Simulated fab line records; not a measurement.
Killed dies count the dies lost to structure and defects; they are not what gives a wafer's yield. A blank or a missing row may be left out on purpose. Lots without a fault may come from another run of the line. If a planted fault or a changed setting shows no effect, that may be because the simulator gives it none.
fab line records	flow sfqLine
record lots=6	wafers=17	lastDay=86
route steps=325 shown M1@62 I1@73 M2@88 I2@103 M8@325
lots with no fault: from the same line, run without faults
startH: hours from the record's opening day to when the first of the lot's shown wafers began	waitH: hours from the lot's prior step to this one	" repeats the value in the row above	L1.1+2: one row covering several wafers at once	- no value, or no start was given	* or withheld: withheld	< > ~ a bound
route shown NAME@n: NAME is a module with steps in the file, n the number in the route of the first one	usual: mean/standard deviation of fault-free wafers	same: alike in all rows	chamber/n: place in a boat	sites: the reading at each site	_std_site: their standard deviation	_edge_site: mean of outer sites minus mean of inner sites	radiusMm: for every site, how far away it sits from the centre of the wafer	mask NAME#n: copy n	behind: the last tool/chamber to shape the wafer	hold: the reason the lot was held/the length of the hold in hours/how it ended	device: whichever transistor did not switch (one of n, p or np)	end of line: the route-end tests of the same wafers	a step with no rows: only its recipe	killed: the dies lost at the first sort to structure and to defects; this is not the yield of the wafer	map: a wafer's dies, x killed, . not, _ none there
set.NAME: the setting the step ran with; set.NAME@STEP: the setting that earlier step ran with	model.NAME: the simulator's own value behind a step, which no gauge read
lots at some steps of the route; a table a step, a row a wafer
services: from which hour (startH, from the record's first day; less than 0 if before it) a tool's chamber was out of use, for how many hours, and why
## steps
# step SFQ_TRILAYER_M1_LITHO_COAT_044
# recipe resist=BARC	spinRpm=3000	resistThkNm=62
# step SFQ_TRILAYER_M1_LITHO_COAT_039
# recipe resist=KrF	spinRpm=3000	resistThkNm=600
# step SFQ_TRILAYER_M1_LITHO_SOFTBAKE_043
# recipe tempC=withheld	timeS=withheld	resist=KrF
# step SFQ_TRILAYER_M1_LITHO_EXPOSE_040
# recipe maskId=M1	na=0.6	sourceShape=conventional	sigmaOuter=0.65	targetCdNm=500	doseMj=14.4
# step SFQ_TRILAYER_M1_LITHO_PEB_042
# recipe pebTempC=115	pebTimeS=60	resist=KrF
# step SFQ_TRILAYER_M1_LITHO_DEVELOP_041
# recipe timeS=60	resist=KrF
# step SFQ_M1_OVL_MEAS_911
# usual M1_OVL=1/4.9
lot.wafer	tool	chamber	startH	waitH	M1_OVL[nm]
L950.4	overlay-02	-	498.31	0.1	4
L950.5	"	-	"	"	-2
L950.6	"	-	"	"	4
L954.3	overlay-01	-	574.28	0.1	5
L954.4	"	-	"	"	2
L954.6	"	-	"	"	4
L961.5	overlay-01	-	642.53	0.0	-5
L961.6	"	-	"	"	4
L962.1	overlay-01	-	649.71	0.1	-7
L962.5	"	-	"	"	1
L962.6	"	-	"	"	0
L970.3	overlay-01	-	760.32	0.1	-5
L970.4	"	-	"	"	-3
L970.6	"	-	"	"	2
L973.1	overlay-02	-	780.70	0.1	10
L973.4	"	-	"	"	0
L973.5	"	-	"	"	10
# step SFQ_TRILAYER_M1_BARC_OPEN_METAL_ETCH_054
# recipe maskMaterial=PR	chemistry=O2	targetDepthNm=125	target=BARC	icpW=600	biasW=80	pressureMtorr=10	timeS=41.7
# usual drypumpMotorCurrentA=5.9/0.4	oesProductAu=0.686/0.0044	rfFwdPowerW=593.4/2.6
lot.wafer	tool	chamber	startH	waitH	drypumpMotorCurrentA	oesProductAu	rfFwdPowerW	rfHoursCounterH
L950.4	rieMetal-02	1	498.35	0.0	6.2	0.681	593.7	-
L950.5	"	1	"	"	6.2	0.688	592.0	-
L950.6	"	0	"	"	5.4	0.677	596.4	-
L954.3	rieMetal-02	1	574.32	0.0	6.2	0.687	597.3	-
L954.4	"	0	"	"	5.4	0.682	596.2	-
L954.6	"	0	"	"	5.4	0.683	594.1	-
L961.5	rieMetal-03	0	642.58	0.0	6.2	0.695	588.7	-
L961.6	"	1	"	"	6.5	0.689	593.0	-
L962.1	rieMetal-02	0	649.74	0.0	5.4	0.682	592.5	106
L962.5	"	0	"	"	5.4	0.687	597.9	-
L962.6	"	1	"	"	6.2	0.685	593.7	-
L970.3	rieMetal-03	0	760.36	0.0	6.2	0.679	590.5	-
L970.4	"	1	"	"	6.6	0.687	592.9	-
L970.6	"	0	"	"	6.2	0.686	589.7	-
L973.1	rieMetal-03	0	780.74	0.0	6.2	0.685	590.7	75
L973.4	"	0	"	"	6.2	0.689	589.4	-
L973.5	"	1	"	"	6.6	0.691	593.5	-
# step SFQ_TRILAYER_M1_ETCH_METAL_ETCH_042
# recipe target=Nb	stopOn=SiO2	maskMaterial=PR	chemistry=Cl2/Ar	targetDepthNm=240	icpW=600	biasW=80	pressureMtorr=10	timeS=120
# step SFQ_TRILAYER_M1_STRIP_STRIP_043
# recipe gas=O2	powerW=200	platenTempC=40	overashFraction=0.65	chemistry=O2	pressureMtorr=50
# usual drypumpMotorCurrentA=5.9/0.4	oesProductAu=1.000/0.012
lot.wafer	tool	chamber	startH	waitH	drypumpMotorCurrentA	oesProductAu	rfHoursCounterH
L950.4	rieMetal-02	1	498.71	0.2	6.2	1.013	-
L950.5	"	1	"	"	6.2	1.015	-
L950.6	"	0	"	"	5.4	1.005	-
L954.3	rieMetal-02	1	574.69	0.2	6.2	1.012	-
L954.4	"	0	"	"	5.4	0.992	-
L954.6	"	0	"	"	5.4	0.998	-
L961.5	rieMetal-03	0	643.13	0.4	6.2	1.016	-
L961.6	"	1	"	"	6.7	1.006	-
L962.1	rieMetal-02	0	649.93	0.1	5.4	0.998	106
L962.5	"	0	"	"	5.4	0.993	-
L962.6	"	1	"	"	6.2	1.001	-
L970.3	rieMetal-03	0	760.73	0.2	6.2	1.017	-
L970.4	"	1	"	"	6.6	1.005	-
L970.6	"	0	"	"	6.2	1.004	-
L973.1	rieMetal-03	0	780.93	0.1	6.2	1.010	75
L973.4	"	0	"	"	6.2	1.003	-
L973.5	"	1	"	"	6.6	1.000	-
# step SFQ_TRILAYER_M1_STRIP_SOLV_CLEAN_044
# recipe chemistry=NMP	tempC=70	timeS=600
# step SFQ_TRILAYER_I1_DEP_PECVD_045
# recipe material=SiO2	tempC=150	timeS=111.11	pressureTorr=2.4	rfW=183.3	precursor=SiH4/N2O	targetThkNm=500
# step SFQ_TRILAYER_I1_CMP_CMP_046
# recipe material=SiO2	downForcePsi=3	platenRpm=60	padVelocityMS=0.94248
# usual motorCurrentA=10.0/0.61	timeToEndpointS=212/7.8
lot.wafer	tool	chamber	startH	waitH	motorCurrentA	timeToEndpointS	model.SiO2_of_TRILAYER_I1_DEP_PECVD_045.thkNm
L950.4	cmp-02	3	499.87	0.5	9.7	208	200.4
L950.5	"	2	501.37	2.0	10.6	225	201.8
L950.6	"	3	"	"	9.5	208	200.1
L954.4	cmp-01	3	576.50	1.2	9.5	215	197.4
L954.3	"	0	"	"	10.9	215	199.6
L954.6	"	2	578.00	2.7	10.6	214	198.2
L961.6	cmp-02	1	649.75	6.2	9.8	276	301.9
L961.5	"	2	"	"	10.6	227	199
L962.1	cmp-02	3	651.96	1.0	9.7	207	199.4
L962.5	"	1	652.96	2.0	9.2	216	198.3
L962.6	"	2	"	"	11.2	281	306.2
L970.4	cmp-02	1	777.62	16.2	10.4	206	199.7
L970.3	"	3	778.62	17.3	9.3	200	199.1
L970.6	"	0	"	"	9.4	207	198.7
L973.4	cmp-02	0	798.62	16.7	10.3	211	199.6
L973.1	"	1	"	"	9.8	212	197.4
L973.5	"	3	800.12	18.2	9.2	214	198.6
# step SFQ_I1_BOW_MEAS_912
# recipe mode=bow
# usual I1_BOW=0/6.6
lot.wafer	tool	chamber	startH	waitH	I1_BOW[um]
L950.4	filmMetro-04	-	502.43	2.1	-4
L950.5	"	-	"	"	-7
L950.6	"	-	"	"	-6
L954.3	filmMetro-04	-	579.04	1.5	7
L954.4	"	-	"	"	7
L954.6	"	-	"	"	8
L961.5	filmMetro-04	-	650.83	0.1	8
L961.6	"	-	"	"	-1
L962.1	filmMetro-04	-	653.96	1.5	-6
L962.5	"	-	"	"	-17
L962.6	"	-	"	"	15
L970.3	filmMetro-01	-	780.16	1.0	-1
L970.4	"	-	"	"	12
L970.6	"	-	"	"	-2
L973.1	filmMetro-01	-	801.12	1.5	-6
L973.4	"	-	"	"	-8
L973.5	"	-	"	"	-7
# step SFQ_TRILAYER_I1_METRO_MEASURE_047
# usual thkNm=199.9/1.2
lot.wafer	tool	chamber	startH	waitH	thkNm
L950.4	filmMetro-04	-	503.09	0.6	200.4
L950.5	"	-	"	"	201.8
L950.6	"	-	"	"	200.1
L954.3	filmMetro-04	-	579.52	0.5	199.5
L954.4	"	-	"	"	197.4
L954.6	"	-	"	"	198.2
L961.5	filmMetro-04	-	651.67	0.8	199.0
L961.6	"	-	"	"	301.9
L962.1	filmMetro-04	-	654.08	0.1	199.4
L962.5	"	-	"	"	198.1
L962.6	"	-	"	"	306.2
L970.3	filmMetro-01	-	780.64	0.5	199.2
L970.4	"	-	"	"	199.6
L970.6	"	-	"	"	198.7
L973.1	filmMetro-01	-	801.24	0.1	197.6
L973.4	"	-	"	"	199.6
L973.5	"	-	"	"	198.6
# step SFQ_TRILAYER_I1_VIA_LITHO_COAT_054
# recipe resist=BARC	spinRpm=3000	resistThkNm=62
# step SFQ_TRILAYER_I1_VIA_LITHO_COAT_049
# recipe resist=KrF	spinRpm=3000	resistThkNm=650
# step SFQ_TRILAYER_I1_VIA_LITHO_SOFTBAKE_053
# recipe tempC=withheld	timeS=withheld	resist=KrF
# step SFQ_TRILAYER_I1_VIA_LITHO_EXPOSE_050
# recipe maskId=I1	na=0.6	sourceShape=conventional	sigmaOuter=0.65	targetCdNm=500	doseMj=21.3
# step SFQ_TRILAYER_I1_VIA_LITHO_PEB_052
# recipe pebTempC=115	pebTimeS=60	resist=KrF
# step SFQ_TRILAYER_I1_VIA_LITHO_DEVELOP_051
# recipe timeS=60	resist=KrF
# step SFQ_I1_OVL_MEAS_913
# usual I1_OVL=0/4.9
lot.wafer	tool	chamber	startH	waitH	I1_OVL[nm]
L950.4	overlay-01	-	644.04	0.1	-3
L950.5	"	-	"	"	-5
L950.6	"	-	"	"	0
L954.3	overlay-01	-	648.84	0.1	5
L954.4	"	-	"	"	-2
L954.6	"	-	"	"	6
L961.5	overlay-01	-	800.05	0.0	-3
L961.6	"	-	"	"	-7
L962.1	overlay-02	-	808.43	0.1	3
L962.5	"	-	"	"	3
L962.6	"	-	"	"	-5
L970.3	overlay-01	-	912.37	0.1	7
L970.4	"	-	"	"	7
L970.6	"	-	"	"	5
L973.1	overlay-02	-	937.56	0.1	0
L973.4	"	-	"	"	-5
L973.5	"	-	"	"	0
# step SFQ_TRILAYER_I1_VIA_BARC_OPEN_VIA_ETCH_071
# recipe maskMaterial=PR	chemistry=O2	targetDepthNm=125	target=BARC	sourceW=500	biasW=80	pressureMtorr=30	timeS=41.7
# step SFQ_TRILAYER_I1_VIA_ETCH_VIA_ETCH_052
# recipe target=SiO2	stopOn=Nb	maskMaterial=PR	taperDeg=20	chemistry=CHF3	targetDepthNm=260	sourceW=500	biasW=80	pressureMtorr=30	timeS=withheld
# usual drypumpMotorCurrentA=5.56/0.24	oesProductAu=0.854/0.0052	rfFwdPowerW=498.5/1.5
lot.wafer	tool	chamber	startH	waitH	drypumpMotorCurrentA	oesProductAu	rfFwdPowerW	model.I1.featureDepthNm	model.etch.depthNm
L950.4	rieDiel-02	2	644.10	0.0	5.52	0.855	498.8	200.4	200.4
L950.5	"	0	"	"	5.48	0.868	498.2	201.8	201.8
L950.6	"	3	"	"	5.80	0.858	502.8	200.1	200.1
L954.3	rieDiel-02	1	648.90	0.0	5.76	0.858	498.0	199.6	199.6
L954.4	"	3	"	"	5.78	0.843	497.4	197.4	197.4
L954.6	"	0	"	"	5.46	0.854	500.1	198.2	198.2
L961.5	rieDiel-02	2	800.16	0.1	5.56	0.855	498.6	199	199
L961.6	"	1	"	"	5.76	0.997	499.2	260.8	260.8
L962.1	rieDiel-04	3	808.51	0.0	5.38	0.850	497.0	199.4	199.4
L962.5	"	2	"	"	5.23	0.854	498.7	198.3	198.3
L962.6	"	3	"	"	5.39	1.005	496.9	260.2	260.2
L970.3	rieDiel-01	0	912.43	0.0	5.09	0.846	500.7	199.1	199.1
L970.4	"	3	"	"	5.64	0.858	497.5	199.7	199.7
L970.6	"	1	"	"	5.55	0.852	495.4	198.7	198.7
L973.1	rieDiel-02	3	937.63	0.0	5.77	0.854	501.7	197.4	197.4
L973.4	"	1	"	"	5.76	0.849	497.4	199.6	199.6
L973.5	"	2	"	"	5.51	0.850	497.6	198.6	198.6
# step SFQ_TRILAYER_I1_VIA_STRIP_STRIP_053
# recipe gas=O2	powerW=200	platenTempC=40	overashFraction=0.65	chemistry=O2	pressureMtorr=50
# usual drypumpMotorCurrentA=5.7/0.4	oesProductAu=0.994/0.013
lot.wafer	tool	chamber	startH	waitH	drypumpMotorCurrentA	oesProductAu	rfHoursCounterH
L950.4	rieMetal-03	0	644.42	-	6.2	1.011	-
L950.5	"	0	"	"	6.2	1.000	-
L950.6	"	1	"	"	6.6	1.014	-
L954.3	rieMetal-04	1	649.22	-	5.6	0.984	-
L954.4	"	0	"	"	5.7	0.986	-
L954.6	"	0	"	"	5.7	0.980	-
L961.5	rieMetal-04	0	800.62	-	5.7	0.994	-
L961.6	"	1	"	"	5.5	0.992	-
L962.1	rieMetal-03	1	808.62	-	6.6	1.009	18
L962.5	"	1	"	"	6.6	1.025	-
L962.6	"	0	"	"	6.2	1.012	-
L970.3	rieMetal-01	0	912.75	-	5.6	1.004	-
L970.4	"	1	"	"	5.3	0.987	-
L970.6	"	1	"	"	5.3	0.982	-
L973.1	rieMetal-01	1	937.75	-	5.3	0.987	94
L973.4	"	1	"	"	5.3	0.979	-
L973.5	"	1	"	"	5.3	0.975	-
# step SFQ_TRILAYER_I1_VIA_STRIP_SOLV_CLEAN_054
# recipe chemistry=NMP	tempC=70	timeS=600
# step SFQ_TRILAYER_M2_DEP_PRE_CLEAN_056
# recipe gas=Ar	timeS=22.5	biasV=250
# usual biasV=250.0/2.8
lot.wafer	tool	chamber	startH	waitH	biasV	model.SiO2_of_TRILAYER_I1_DEP_PECVD_045.thkNm
L950.4	pvdSputter-03	-	644.99	0.0	251.6	192.9
L950.5	"	-	"	"	246.3	194.3
L950.6	"	-	"	"	249.4	192.6
L954.3	pvdSputter-03	-	649.79	0.0	250.3	192.1
L954.4	"	-	"	"	249.8	189.9
L954.6	"	-	"	"	249.4	190.7
L961.5	pvdSputter-03	-	801.01	0.0	256.6	191.5
L961.6	"	-	"	"	247.2	294.4
L962.1	pvdSputter-04	-	809.41	0.0	248.3	191.9
L962.5	"	-	"	"	250.0	190.8
L962.6	"	-	"	"	246.3	298.7
L970.3	pvdSputter-06	-	913.32	0.0	249.3	191.6
L970.4	"	-	"	"	249.1	192.2
L970.6	"	-	"	"	249.5	191.2
L973.1	pvdSputter-03	-	938.52	0.0	249.7	189.9
L973.4	"	-	"	"	251.9	192.1
L973.5	"	-	"	"	243.9	191.1
# step SFQ_TRILAYER_M2_DEP_SPUTTER_055
# recipe material=Nb	basePressurePa=1.33e-06	chamberPressurePa=0.1333	substrateTempC=20	resputterCathodeVoltageV=400	targetThkNm=200	powerW=2000	timeS=133.3
# usual throttleValvePct=29.3/0.94
lot.wafer	tool	chamber	startH	waitH	throttleValvePct
L950.4	pvdSputter-03	-	645.02	0.0	30.1
L950.5	"	-	"	"	30.6
L950.6	"	-	"	"	29.1
L954.3	pvdSputter-03	-	649.82	0.0	29.0
L954.4	"	-	"	"	30.4
L954.6	"	-	"	"	28.6
L961.5	pvdSputter-03	-	801.07	0.0	28.7
L961.6	"	-	"	"	29.8
L962.1	pvdSputter-04	-	809.44	0.0	27.8
L962.5	"	-	"	"	29.8
L962.6	"	-	"	"	27.7
L970.3	pvdSputter-06	-	913.35	0.0	27.5
L970.4	"	-	"	"	29.4
L970.6	"	-	"	"	30.1
L973.1	pvdSputter-03	-	938.55	0.0	29.0
L973.4	"	-	"	"	30.1
L973.5	"	-	"	"	29.0
# step SFQ_M2_RS_MEAS_914
# recipe thkMeasGauge=four-point-probe	reads=Nb_of_TRILAYER_M2_DEP_SPUTTER_055
# usual M2_NB_RS=0.884/0.014
lot.wafer	tool	chamber	startH	waitH	M2_NB_RS[ohm/sq]
L950.4	filmMetro-03	-	645.17	0.1	0.901
L950.5	"	-	"	"	0.865
L950.6	"	-	"	"	0.891
L954.3	filmMetro-02	-	649.95	0.1	0.887
L954.4	"	-	"	"	0.869
L954.6	"	-	"	"	0.897
L961.5	filmMetro-03	-	801.19	0.1	0.874
L961.6	"	-	"	"	0.875
L962.1	filmMetro-03	-	809.53	0.0	0.886
L962.5	"	-	"	"	0.893
L962.6	"	-	"	"	0.885
L970.3	filmMetro-01	-	913.48	0.1	0.868
L970.4	"	-	"	"	0.882
L970.6	"	-	"	"	0.876
L973.1	filmMetro-02	-	938.64	0.0	0.885
L973.4	"	-	"	"	0.887
L973.5	"	-	"	"	0.883
# step SFQ_TRILAYER_M2_LITHO_COAT_062
# recipe resist=BARC	spinRpm=3000	resistThkNm=62
# step SFQ_TRILAYER_M2_LITHO_COAT_057
# recipe resist=KrF	spinRpm=3000	resistThkNm=600
# step SFQ_TRILAYER_M2_LITHO_SOFTBAKE_061
# recipe tempC=withheld	timeS=withheld	resist=KrF
# step SFQ_TRILAYER_M2_LITHO_EXPOSE_058
# recipe maskId=M2	na=0.6	sourceShape=conventional	sigmaOuter=0.65	targetCdNm=500	doseMj=14.4
# step SFQ_TRILAYER_M2_LITHO_PEB_060
# recipe pebTempC=115	pebTimeS=60	resist=KrF
# step SFQ_TRILAYER_M2_LITHO_DEVELOP_059
# recipe timeS=60	resist=KrF
# step SFQ_M2_OVL_MEAS_916
# usual M2_OVL=1/5.6
lot.wafer	tool	chamber	startH	waitH	M2_OVL[nm]
L950.4	overlay-02	-	786.72	0.1	-2
L950.5	"	-	"	"	-10
L950.6	"	-	"	"	-3
L954.3	overlay-01	-	797.64	0.1	11
L954.4	"	-	"	"	-1
L954.6	"	-	"	"	2
L961.5	overlay-02	-	936.38	0.0	-3
L961.6	"	-	"	"	3
L962.1	overlay-01	-	945.18	0.1	-3
L962.5	"	-	"	"	0
L962.6	"	-	"	"	-2
L970.3	overlay-01	-	1049.53	0.1	3
L970.4	"	-	"	"	5
L970.6	"	-	"	"	7
L973.1	overlay-02	-	1084.28	0.1	4
L973.4	"	-	"	"	7
L973.5	"	-	"	"	7
# step SFQ_TRILAYER_M2_BARC_OPEN_METAL_ETCH_077
# recipe maskMaterial=PR	chemistry=O2	targetDepthNm=125	target=BARC	icpW=600	biasW=80	pressureMtorr=10	timeS=41.7
# step SFQ_TRILAYER_M2_ETCH_METAL_ETCH_060
# recipe target=Nb	stopOn=SiO2	maskMaterial=PR	chemistry=Cl2/Ar	targetDepthNm=240	icpW=600	biasW=80	pressureMtorr=10	timeS=120
# step SFQ_TRILAYER_M2_STRIP_STRIP_061
# recipe gas=O2	powerW=200	platenTempC=40	overashFraction=0.65	chemistry=O2	pressureMtorr=50
# usual drypumpMotorCurrentA=5.8/0.47	oesProductAu=1.004/0.011
lot.wafer	tool	chamber	startH	waitH	drypumpMotorCurrentA	oesProductAu	rfHoursCounterH
L950.4	rieMetal-02	0	787.13	0.2	5.4	0.995	-
L950.5	"	1	"	"	6.2	1.009	-
L950.6	"	0	"	"	5.4	1.006	-
L954.3	rieMetal-01	0	798.05	0.2	5.6	0.992	-
L954.4	"	1	"	"	5.3	0.991	-
L954.6	"	1	"	"	5.3	0.986	-
L961.5	rieMetal-02	1	936.98	0.4	6.2	1.017	-
L961.6	"	0	"	"	5.4	1.018	-
L962.1	rieMetal-03	1	945.40	0.1	6.6	1.000	40
L962.5	"	0	"	"	6.2	1.015	-
L962.6	"	1	"	"	6.6	1.002	-
L970.3	rieMetal-01	1	1049.94	0.2	5.3	1.006	-
L970.4	"	0	"	"	5.6	0.996	-
L970.6	"	1	"	"	5.3	1.011	-
L973.1	rieMetal-03	1	1084.50	0.1	6.6	1.020	64
L973.4	"	0	"	"	6.2	1.010	-
L973.5	"	0	"	"	6.2	1.013	-
# step SFQ_TRILAYER_M2_STRIP_SOLV_CLEAN_062
# recipe chemistry=NMP	tempC=70	timeS=600
# step SFQ_TRILAYER_I2_DEP_PECVD_063
# recipe material=SiO2	tempC=150	timeS=111.11	pressureTorr=2.4	rfW=183.3	precursor=SiH4/N2O	targetThkNm=500
# step SFQ_M8_BOW_MEAS_951
# recipe mode=bow
# usual M8_BOW=5/11
lot.wafer	tool	chamber	startH	waitH	M8_BOW[um]	model.etest.i1.linkOhm
L950.4	filmMetro-04	-	1826.48	0.1	-2	1.97
L950.5	"	-	"	"	-5	1.942
L950.6	"	-	"	"	-4	1.969
L954.3	filmMetro-02	-	1837.26	0.0	16	1.962
L954.4	"	-	"	"	17	1.938
L954.6	"	-	"	"	18	1.98
L961.5	filmMetro-02	-	2003.51	0.1	8	1.945
L961.6	"	-	"	"	-1	1e+06
L962.1	filmMetro-01	-	2010.63	0.0	13	1.976
L962.5	"	-	"	"	1	1.977
L962.6	"	-	"	"	33	1e+06
L970.3	filmMetro-04	-	2043.95	0.0	29	1.945
L970.4	"	-	"	"	39	1.962
L970.6	"	-	"	"	26	1.941
L973.1	filmMetro-01	-	2054.71	0.0	-1	1.974
L973.4	"	-	"	"	-2	1.961
L973.5	"	-	"	"	0	1.969
## services
tool	chamber	startH	hours	kind
pvdSputter-03	-	478.86	4.1	repair
cmp-02	-	516.14	2.0	repair
pvdSputter-03	-	526.31	1.2	repair
rieMetal-03	-	540.77	2.8	pm
cmp-02	-	626.38	3.4	repair
rieMetal-03	1	669.19	3.6	repair
rieMetal-02	-	686.48	0.4	repair
cmp-02	-	705.73	2.8	repair
cmp-02	-	705.89	2.3	repair
cmp-02	-	716.01	4.8	pm
rieMetal-02	1	723.64	10.1	repair
rieMetal-03	0	735.92	6.7	repair
cmp-02	-	739.64	0.4	repair
cmp-02	-	752.12	4.0	pm
rieMetal-03	-	770.64	0.7	repair
pvdSputter-03	-	780.42	1.9	repair
pvdSputter-03	-	797.09	1.3	repair
rieMetal-02	-	813.21	1.2	repair
cmp-02	-	831.10	1.3	repair
pvdSputter-03	-	884.32	4.2	repair
rieMetal-03	-	923.49	0.7	repair
rieMetal-03	0	985.05	1.3	repair
pvdSputter-03	-	1040.27	2.2	repair
pvdSputter-03	-	1055.95	4.5	repair
## key
firstSign step=SFQ_TRILAYER_I1_CMP_CMP_046	reading=timeToEndpointS	direction=up	sigmas=8.6	usual=*	struck=*
effect step=SFQ_TRILAYER_I1_METRO_MEASURE_047	reading=thkNm	direction=up	sigmas=87	usual=199.9	struck=304.1
effect step=SFQ_TRILAYER_I1_VIA_ETCH_VIA_ETCH_052	reading=oesProductAu	direction=up	sigmas=28	usual=0.854	struck=1.001
modelEffect step=SFQ_TRILAYER_I1_CMP_CMP_046	value=SiO2_of_TRILAYER_I1_DEP_PECVD_045.thkNm	without=199.2	struck=304.1
modelEffect step=SFQ_TRILAYER_I1_VIA_ETCH_VIA_ETCH_052	value=I1.featureDepthNm	without=199.2	struck=260.5
modelEffect step=SFQ_TRILAYER_M2_DEP_PRE_CLEAN_056	value=SiO2_of_TRILAYER_I1_DEP_PECVD_045.thkNm	without=191.7	struck=296.6
modelEffect step=SFQ_M8_BOW_MEAS_951	value=etest.i1.linkOhm	without=1.95	struck=1e+06
metAt SFQ_TRILAYER_I1_CMP_CMP_046
struckWafers L961.6,L962.6
onsetBetween 499.87 649.75
fault kind=processParameterDrift	tool=cmp-02	chamber=-	onsetH=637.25	steps=SFQ_TRILAYER_I1_CMP_CMP_046	channel=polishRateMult	offset=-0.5	shape=step	endH=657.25	scope=struckWafersOnly
